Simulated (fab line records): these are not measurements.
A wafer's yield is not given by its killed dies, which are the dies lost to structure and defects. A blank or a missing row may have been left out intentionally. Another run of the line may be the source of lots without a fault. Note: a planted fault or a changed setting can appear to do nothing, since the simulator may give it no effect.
fab line records	flow sky130
record lots=5	wafers=15	last_day=50
route steps=708 shown VT_ADJUST_LVTN@111 VT_ADJUST_NCORE@119 PAD_OPEN@708
lots that met no fault: from a run of the same line without faults
start_h: start of the lot's first displayed wafer, in hours after the record's first day	wait_h: time in hours since the lot's previous step	" identical to the entry in the row above	L1.1+2: a row that stands for several wafers	- no value, or no start given	* or withheld: withheld	< > ~ a bound
route shown NAME@n: names a module that has steps shown in the file, with the first one's number in the route	usual: mean and standard deviation over wafers with no fault	same: alike in all rows	chamber/n: place in a boat	sites: the reading at each site	_std_site: the standard deviation of these	_edge_site: the outer-site mean with the inner-site mean subtracted	radius_mm: for every site, how far away it sits from the centre of the wafer	mask NAME#n: copy n	behind: the most recent tool/chamber to have shaped the wafer	hold: why the lot went on hold/how many hours it stayed there/how the hold came to an end	device: which transistor (n, p or np) failed to switch	end of line: at the end of the route, the tests of the same wafers	where a step has no rows: the recipe by itself	killed: dies that structure and defects cost at the first sort, which is not the same as the wafer's yield	map: dies across one wafer; x = killed, . = not, _ = none there
set.NAME: setting as actually run; set.NAME@STEP: the setting as run at that earlier step	model.NAME: the simulator's own value behind a step, which no gauge read
certain route steps with their lots: each step a table, each wafer a row
services: a tool's chamber out of use, with start hour (start_h, from the record's first day; less than 0 if before it), hours out, and reason
## steps
# step SKY_VT_ADJUST_LVTN_SOFTBAKE_14
# recipe temp_c=90	time_s=60	resist=NOVOLAK
# step SKY_VT_ADJUST_LVTN_EXPOSE_15
# recipe mask_id=HVN_STD_DERIVED	na=0.6	source_shape=conventional	sigma_outer=0.6	polarization=unpolarized	target_cd_nm=600	dose_mj=163
# step SKY_VT_ADJUST_LVTN_PEB_16
# recipe temp_c=withheld	time_s=*	resist=NOVOLAK
# step SKY_VT_ADJUST_LVTN_DEVELOP_17
# recipe resist=NOVOLAK	developer=TMAH	develop_time_s=60	dev_temp_c=23
# step SKY_VT_ADJUST_LVTN_OVL_MEAS_18
# usual VT_ADJUST_LVTN_01_OVL=0.2/1.4
lot.wafer	tool	chamber	start_h	wait_h	VT_ADJUST_LVTN_01_OVL[nm]
L885.2	overlay-02	-	178.31	0.1	1.4
L885.4	"	-	"	"	2.4
L885.6	"	-	"	"	3.0
L887.1	overlay-02	-	189.80	0.1	-1.7
L887.2	"	-	"	"	-1.1
L887.6	"	-	"	"	0.1
L897.1	overlay-01	-	257.15	0.1	2.0
L897.3	"	-	"	"	-0.6
L897.5	"	-	"	"	2.2
L898.2	overlay-02	-	266.39	0.1	-1.3
L898.3	"	-	"	"	0.0
L898.5	"	-	"	"	0.7
L901.1	overlay-01	-	282.00	0.1	0.5
L901.2	"	-	"	"	2.0
L901.4	"	-	"	"	0.1
# step SKY_VT_ADJUST_LVTN_IMPLANT_19
# recipe species=B	energy_kev=30	dose_cm2=6.5e+11	tilt_deg=withheld
# step SKY_VT_ADJUST_LVTN_STRIP_20
# recipe chemistry=O2/N2	power_w=1400	pressure_mtorr=1500	platen_temp_c=withheld	o2_flow_sccm=3000	n2_flow_sccm=300	overash_fraction=0.5
# usual chamber_pressure_mTorr=1500.1/1.4	drypump_motor_current_A=5.87/0.29	oes_product_au=0.715/0.0049	strip_time_to_endpoint_s=14.17/0.047
# same overash_fraction=0.5
lot.wafer	tool	chamber	start_h	wait_h	chamber_pressure_mTorr	drypump_motor_current_A	oes_product_au	rf_hours_counter_h	strip_time_to_endpoint_s
L885.2	plasma_asher-04	1	178.49	0.1	1499.3	5.68	0.711	49	14.17
L885.4	"	1	"	"	1500.7	5.69	0.707	-	14.18
L885.6	"	1	"	"	1504.2	5.66	0.715	-	14.14
L887.1	plasma_asher-04	1	189.99	0.1	1499.1	5.71	0.716	50	14.24
L887.2	"	0	"	"	1499.8	6.18	0.709	50	14.29
L887.6	"	1	"	"	1501.7	5.69	0.708	-	14.25
L897.1	plasma_asher-02	0	257.34	0.1	1498.3	5.68	0.713	13	14.17
L897.3	"	0	"	"	1501.0	5.67	0.715	-	14.15
L897.5	"	0	"	"	1498.6	5.69	0.714	-	14.16
L898.2	plasma_asher-02	0	266.57	0.1	1501.3	5.68	0.716	13	14.17
L898.3	"	1	"	"	1502.9	6.32	0.720	-	14.22
L898.5	"	1	"	"	1498.9	6.33	0.715	-	14.19
L901.1	plasma_asher-04	1	282.18	0.1	1502.0	5.66	0.722	60	14.11
L901.2	"	0	"	"	1501.9	6.23	0.712	60	14.07
L901.4	"	0	"	"	1500.7	6.25	0.708	-	14.12
# step SKY_VT_ADJUST_LVTN_TW_MEAS_21
# usual VT_ADJUST_LVTN_2_TW=187.4/1.9
lot.wafer	tool	chamber	start_h	wait_h	VT_ADJUST_LVTN_2_TW
L885.2	film_metro-01	-	178.60	0.1	188.3
L885.4	"	-	"	"	187.2
L885.6	"	-	"	"	188.3
L887.1	film_metro-04	-	190.09	0.1	187.2
L887.2	"	-	"	"	188.2
L887.6	"	-	"	"	187.5
L897.1	film_metro-04	-	257.44	0.1	187.5
L897.3	"	-	"	"	188.2
L897.5	"	-	"	"	188.8
L898.2	film_metro-04	-	266.68	0.1	189.0
L898.3	"	-	"	"	188.8
L898.5	"	-	"	"	188.2
L901.1	film_metro-04	-	282.28	0.1	188.0
L901.2	"	-	"	"	187.3
L901.4	"	-	"	"	188.8
# step SKY_VT_ADJUST_NCORE_DEHYDRATE_00
# recipe temp_c=200	time_s=60
# step SKY_VT_ADJUST_NCORE_HMDS_01
# recipe prime_time_s=60	prime_temp_c=120
# step SKY_VT_ADJUST_NCORE_COAT_02
# recipe resist=NOVOLAK	spin_rpm=3000	resist_thk_nm=1140
# step SKY_VT_ADJUST_NCORE_SOFTBAKE_03
# recipe temp_c=90	time_s=60	resist=NOVOLAK
# step SKY_VT_ADJUST_NCORE_EXPOSE_04
# recipe mask_id=LVTN_COMPLEMENT_THIN	na=0.6	source_shape=conventional	sigma_outer=0.6	polarization=unpolarized	target_cd_nm=380	dose_mj=136.2
# same sigma_outer=0.6
lot.wafer	tool	chamber	start_h	wait_h	mask
L885.2+4+6	iline_stepper-02	0	190.00	-	LVTN_COMPLEMENT_THIN#0
L887.1+2+6	iline_stepper-02	0	201.16	-	HVN_STD_DERIVED#0
L897.1+3+5	iline_stepper-01	0	269.73	-	LVTN_COMPLEMENT_THIN#0
L898.2+3+5	iline_stepper-01	0	278.52	-	LVTN_COMPLEMENT_THIN#0
L901.1+2+4	iline_stepper-02	0	294.82	-	LVTN_COMPLEMENT_THIN#0
# step SKY_VT_ADJUST_NCORE_PEB_05
# recipe temp_c=withheld	time_s=*	resist=NOVOLAK
# step SKY_VT_ADJUST_NCORE_DEVELOP_06
# recipe resist=NOVOLAK	developer=TMAH	develop_time_s=60	dev_temp_c=23
# step SKY_VT_ADJUST_NCORE_CD_MEAS_07
# recipe target_cd_nm=380
# usual cd_nm=379.6/2.4
lot.wafer	tool	chamber	start_h	wait_h	cd_nm
L885.2	cd_sem-02	-	200.67	0.1	381.3
L885.4	"	-	"	"	381.0
L885.6	"	-	"	"	381.0
L887.1	cd_sem-02	-	212.73	0.1	-
L887.2	"	-	"	"	-
L887.6	"	-	"	"	-
L897.1	cd_sem-01	-	282.30	0.1	380.5
L897.3	"	-	"	"	381.2
L897.5	"	-	"	"	382.0
L898.2	cd_sem-02	-	290.77	0.2	381.4
L898.3	"	-	"	"	382.8
L898.5	"	-	"	"	382.1
L901.1	cd_sem-02	-	307.48	0.1	378.0
L901.2	"	-	"	"	379.8
L901.4	"	-	"	"	380.2
# step SKY_VT_ADJUST_NCORE_OVL_MEAS_08
# usual VT_ADJUST_NCORE_OVL=0.0/1.3
lot.wafer	tool	chamber	start_h	wait_h	VT_ADJUST_NCORE_OVL[nm]
L885.2	overlay-02	-	200.77	0.1	-0.7
L885.4	"	-	"	"	-0.8
L885.6	"	-	"	"	-0.7
L887.1	overlay-01	-	212.85	0.1	-
L887.2	"	-	"	"	-
L887.6	"	-	"	"	-
L897.1	overlay-02	-	282.42	0.1	-1.2
L897.3	"	-	"	"	0.5
L897.5	"	-	"	"	0.9
L898.2	overlay-01	-	290.88	0.1	-0.2
L898.3	"	-	"	"	0.8
L898.5	"	-	"	"	0.9
L901.1	overlay-01	-	307.60	0.1	1.0
L901.2	"	-	"	"	0.9
L901.4	"	-	"	"	0.7
# step SKY_VT_ADJUST_NCORE_IMPLANT_09
# recipe species=B	energy_kev=10	dose_cm2=2.4e+12	tilt_deg=withheld
# step SKY_VT_ADJUST_NCORE_STRIP_10
# recipe chemistry=O2/N2	power_w=1400	pressure_mtorr=1500	platen_temp_c=withheld	o2_flow_sccm=3000	n2_flow_sccm=300	overash_fraction=0.5
# usual chamber_pressure_mTorr=1500.0/1.4	drypump_motor_current_A=5.8/0.42	oes_product_au=0.716/0.0044	strip_time_to_endpoint_s=14.19/0.036
# same overash_fraction=0.5
lot.wafer	tool	chamber	start_h	wait_h	chamber_pressure_mTorr	drypump_motor_current_A	oes_product_au	rf_hours_counter_h	strip_time_to_endpoint_s
L885.2	plasma_asher-02	0	200.95	0.1	1502.1	5.7	0.721	7	14.21
L885.4	"	0	"	"	1500.0	5.7	0.718	-	14.18
L885.6	"	1	"	"	1498.6	6.3	0.714	-	14.19
L887.1	plasma_asher-01	1	213.04	0.1	1499.1	5.7	0.718	52	14.23
L887.2	"	0	"	"	1500.2	5.0	0.718	52	14.17
L887.6	"	0	"	"	1501.8	5.0	0.720	-	14.19
L897.1	plasma_asher-02	1	282.61	0.1	1499.2	6.3	0.712	15	14.12
L897.3	"	1	"	"	1498.3	6.4	0.712	-	14.17
L897.5	"	0	"	"	1500.6	5.7	0.725	-	14.11
L898.2	plasma_asher-04	0	291.06	0.1	1499.8	6.2	0.716	60	14.23
L898.3	"	1	"	"	1500.4	5.7	0.710	-	14.24
L898.5	"	0	"	"	1500.7	6.2	0.721	-	14.26
L901.1	plasma_asher-02	0	307.94	0.2	1499.5	5.7	0.714	17	14.21
L901.2	"	1	"	"	1502.5	6.3	0.721	17	14.18
L901.4	"	0	"	"	1501.1	5.7	0.723	-	14.19
# step SKY_VT_ADJUST_NCORE_TW_MEAS_11
# usual VT_ADJUST_NCORE_TW=218.8/2.5
lot.wafer	tool	chamber	start_h	wait_h	hold	VT_ADJUST_NCORE_TW
L885.2	film_metro-02	-	201.06	0.1	-	220.0
L885.4	"	-	"	"	-	220.9
L885.6	"	-	"	"	-	221.5
L887.1	film_metro-01	-	213.14	0.1	await_dispo/0.2h/release	29.9
L887.2	"	-	"	"	await_dispo/0.2h/release	29.9
L887.6	"	-	"	"	await_dispo/0.2h/release	30.0
L887.1	film_metro-01	-	213.36	0.2	-	30.0
L887.2	"	-	"	"	-	30.0
L887.6	"	-	"	"	-	29.9
L897.1	film_metro-01	-	282.71	0.1	-	219.7
L897.3	"	-	"	"	-	219.7
L897.5	"	-	"	"	-	219.4
L898.2	film_metro-03	-	291.17	0.1	-	216.3
L898.3	"	-	"	"	-	215.0
L898.5	"	-	"	"	-	216.5
L901.1	film_metro-03	-	308.04	0.1	-	215.7
L901.2	"	-	"	"	-	215.4
L901.4	"	-	"	"	-	215.0
# step SKY_PAD_OPEN_PROBE_99
# usual defect_limited_yield=82.5/2.2	killed_at_M0_to_M3=43/7.5	killed_at_M4_up=3.2/1.9	killed_at_contacts=24/5.6	killed_at_front_end=15/4.8	killed_at_other=0.2/0.54	killed_dies=86/11	killed_open=47/7.6	killed_short=39/7.1	sort_bin_3_pad_short=0.8/0.36	sort_bin_5_function=10.4/1.6	sort_bin_6_memory=6.3/1.3	sort_n_pass=406/11	sort_yield_pct=82.5/2.2
# same gross_dies=492	killed_at_back_side=0	sort_bin_4_leakage[%]=0	sort_bin_8_speed[%]=0
lot.wafer	tool	chamber	start_h	wait_h	defect_limited_yield[%]	killed_at_M0_to_M3	killed_at_M4_up	killed_at_contacts	killed_at_front_end	killed_at_other	killed_dies	killed_open	killed_short	sort_bin_3_pad_short[%]	sort_bin_5_function[%]	sort_bin_6_memory[%]	sort_n_pass	sort_yield_pct[%]
L897.1	prober-02	-	1173.94	0.1	79.1	61	2	28	12	0	103	53	50	0.6	11.8	8.5	389	79.1
L897.3	prober-02	-	1174.04	0.2	82.9	37	2	31	14	0	84	41	43	0.4	10.0	6.7	408	82.9
L897.5	prober-02	-	1174.14	0.2	83.7	39	2	22	17	0	80	38	42	0.8	8.5	6.9	412	83.7
L898.2	prober-02	-	1177.59	0.1	86.2	28	5	24	11	0	68	34	34	0.6	7.9	5.3	424	86.2
L898.3	prober-02	-	1177.64	0.2	84.1	38	1	21	17	1	78	33	45	0.4	11.0	4.5	414	84.1
L898.5	prober-02	-	1177.74	0.2	83.3	39	6	19	18	0	82	42	40	0.4	9.6	6.7	410	83.3
L901.1	prober-01	-	1190.81	0.1	81.5	52	5	28	6	0	91	49	42	1.4	10.2	6.9	401	81.5
L901.2	prober-01	-	1190.86	0.1	79.5	51	9	23	18	0	101	55	46	0.4	12.2	7.9	391	79.5
L901.4	prober-01	-	1190.96	0.2	84.3	42	3	23	9	0	77	42	35	0.8	9.3	5.5	415	84.3
# killed by level:class
L897.1 CONTACT:geometric_particle:open=14 VIA1:geometric_particle:open=10 VIA2:geometric_particle:open=9 METAL1:geometric_particle:short=7 METAL2:geometric_particle:short=7 VIA3:geometric_particle:open=6 VIA2:geometric_particle:short=6 LI_CONTACT:geometric_particle:short=5
L897.3 CONTACT:geometric_particle:open=13 POLY_GATE:geometric_particle:short=8 VIA1:geometric_particle:open=7 METAL1:geometric_particle:short=6 FIELD_ISO:geometric_particle:open=5 LI_CONTACT:geometric_particle:open=5 LOCAL_INTERCONNECT:geometric_particle:short=5 CONTACT:geometric_particle:short=5
L897.5 VIA1:geometric_particle:open=12 METAL2:geometric_particle:short=9 FIELD_ISO:geometric_particle:short=7 LI_CONTACT:geometric_particle:open=6 CONTACT:geometric_particle:short=6 CONTACT:geometric_particle:open=5 VIA1:geometric_particle:short=4 VIA2:geometric_particle:open=4
L898.2 LOCAL_INTERCONNECT:geometric_particle:short=7 CONTACT:geometric_particle:open=7 VIA1:geometric_particle:open=6 CONTACT:geometric_particle:short=5 METAL1:geometric_particle:short=5 VIA3:geometric_particle:open=5 SPACER:geometric_particle:open=4 POLY_GATE:geometric_particle:open=3
L898.3 LI_CONTACT:geometric_particle:open=11 METAL2:geometric_particle:short=9 POLY_GATE:geometric_particle:short=8 VIA1:geometric_particle:open=6 METAL1:geometric_particle:short=5 LOCAL_INTERCONNECT:geometric_particle:short=4 CONTACT:geometric_particle:open=4 VIA1:geometric_particle:short=4
L898.5 VIA2:geometric_particle:open=9 VIA3:geometric_particle:open=7 POLY_GATE:geometric_particle:open=6 CONTACT:geometric_particle:short=5 CONTACT:geometric_particle:open=5 METAL4:geometric_particle:short=5 METAL2:geometric_particle:short=5 METAL3:geometric_particle:short=5
L901.1 VIA1:geometric_particle:open=15 CONTACT:geometric_particle:open=11 VIA2:geometric_particle:open=9 METAL1:geometric_particle:short=7 VIA1:geometric_particle:short=7 CONTACT:geometric_particle:short=5 LI_CONTACT:geometric_particle:short=4 LI_CONTACT:geometric_particle:open=4
L901.2 VIA1:geometric_particle:open=12 VIA3:geometric_particle:open=9 CONTACT:geometric_particle:open=8 VIA1:geometric_particle:short=7 METAL4:geometric_particle:short=6 METAL1:geometric_particle:short=5 POLY_GATE:geometric_particle:open=5 POLY_GATE:geometric_particle:short=4
L901.4 CONTACT:geometric_particle:open=9 LI_CONTACT:geometric_particle:open=7 METAL1:geometric_particle:short=7 VIA1:geometric_particle:open=7 METAL2:geometric_particle:short=7 VIA3:geometric_particle:open=7 FIELD_ISO:geometric_particle:short=5 VIA1:geometric_particle:short=5
## services
tool	chamber	start_h	hours	kind
iline_stepper-01	-	156.75	0.5	repair
iline_stepper-02	-	178.02	1.7	pm
plasma_asher-02	-	182.09	9.5	repair
iline_stepper-02	-	182.42	4.1	repair
iline_stepper-01	-	214.02	1.7	pm
plasma_asher-01	-	247.29	0.4	repair
plasma_asher-02	-	258.90	4.5	repair
## key
first_sign step=SKY_VT_ADJUST_NCORE_EXPOSE_04	reading=mask	direction=changed
effect step=SKY_VT_ADJUST_NCORE_CD_MEAS_07	reading=cd_nm	direction=missing
effect step=SKY_VT_ADJUST_NCORE_OVL_MEAS_08	reading=VT_ADJUST_NCORE_OVL	direction=missing
effect step=SKY_VT_ADJUST_NCORE_TW_MEAS_11	reading=visit	direction=added
effect step=SKY_VT_ADJUST_NCORE_TW_MEAS_11	reading=VT_ADJUST_NCORE_TW	direction=down	sigmas=75	usual=218.8	struck=29.9
met_at SKY_VT_ADJUST_NCORE_EXPOSE_04
struck_wafers L887.1,L887.2,L887.6
scrapped_behind SKY_VT_ADJUST_NCORE_TW_MEAS_11 L887.1,L887.2,L887.6
onset_between 190.00 201.16
fault kind=wrong_mask	tool=any	chamber=-	onset_h=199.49	steps=SKY_VT_ADJUST_NCORE_EXPOSE_04	aux_copy=HVN_STD_DERIVED#0	scope=struck_lots_only
